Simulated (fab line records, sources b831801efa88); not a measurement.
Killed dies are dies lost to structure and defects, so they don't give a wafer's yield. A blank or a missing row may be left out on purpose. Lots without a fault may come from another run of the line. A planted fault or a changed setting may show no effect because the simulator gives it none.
One fault seen from 2 desks | flow sky130 | each desk has only its own numbers; what lay behind them comes last

THE METROLOGY DESK
What the gauges read, lot by lot, whatever tool the lot ran on: means of the sampled wafers that have a number. A lot is out of limits, marked OUT, if its mean lies more than 4 standard deviations from the usual mean; the brackets give that distance.
Columns: A = cd_nm at SKY_METAL4_CD_MEAS_13, usual 300.5 nm; B = METAL4_OVL at SKY_METAL4_OVL_MEAS_14, usual 3 nm; C = VIA4_HDPCVD_THK at SKY_VIA4_THK_MEAS_01, usual 1763 nm; D = VIA4_BOW at SKY_VIA4_BOW_MEAS_03, usual 78 um; E = VIA4_OVL at SKY_VIA4_OVL_MEAS_11, usual -1.8 nm; F = VIA4_W_RS at SKY_VIA4_RS_MEAS_19, usual 0.2259 ohm/sq; G = VIA4_W_THK at SKY_VIA4_THK_MEAS_20, usual 522 nm
lot  | first seen here | A     | B  | C    | D  | E    | F      | G
L545 | day 44 18:59    | 301.1 | 13 | 1784 | 79 | -4.5 | 0.2264 | 520
L547 | day 45 00:44    | 300.9 | 6  | 1752 | 82 | -0.5 | 0.2277 | 517
L552 | day 46 13:19    | 301.6 | 7  | 1754 | 75 | -1.3 | 0.2243 | 524
L556 | day 47 05:28    | 301.4 | 11 | 1754 | 72 | -3.4 | 0.2238 | 522
L559 | day 47 21:25    | 300.8 | 0  | 1783 | 78 | 1.2  | 0.2279 | 515
L560 | day 48 01:29    | 299.6 | 6  | 1718 | 75 | -2.1 | 0.2242 | 528
This desk's finding: nothing out of limits on any of the 6 lots.

THE TOOL OWNER'S DESK: rie_metal-02
The tool's own readings at SKY_METAL4_ETCH_16 (etches BARC in N2/H2, stops on SiO2, time 88.2 s, target depth 60 nm): means of the sampled wafers that have a number, for each lot that ran on this tool. A lot is out of limits, marked OUT, if its mean lies more than 4 standard deviations from the usual mean; the brackets give that distance.
Columns: A = drypump_motor_current_A at SKY_METAL4_ETCH_16, usual 6.05 A; B = he_backside_leak_sccm at SKY_METAL4_ETCH_16, usual 3.50 sccm; C = oes_product_au at SKY_METAL4_ETCH_16, usual 0.626 a.u.; D = throttle_valve_pct at SKY_METAL4_ETCH_16, usual 13.205 %
lot  | first seen here | A    | B    | C     | D
L552 | day 46 13:30    | 6.15 | 3.61 | 0.630 | 13.200
L556 | day 47 05:38    | 5.65 | 3.70 | 0.628 | 13.202
L559 | day 47 21:36    | 5.86 | 3.41 | 0.627 | 13.211
This desk's finding: nothing out of limits on any of the 3 lots.

PUT TOGETHER
The metrology desk saw nothing out of limits.
The tool owner's desk saw nothing out of limits.

WHAT THE SIMULATOR HAD PUT IN
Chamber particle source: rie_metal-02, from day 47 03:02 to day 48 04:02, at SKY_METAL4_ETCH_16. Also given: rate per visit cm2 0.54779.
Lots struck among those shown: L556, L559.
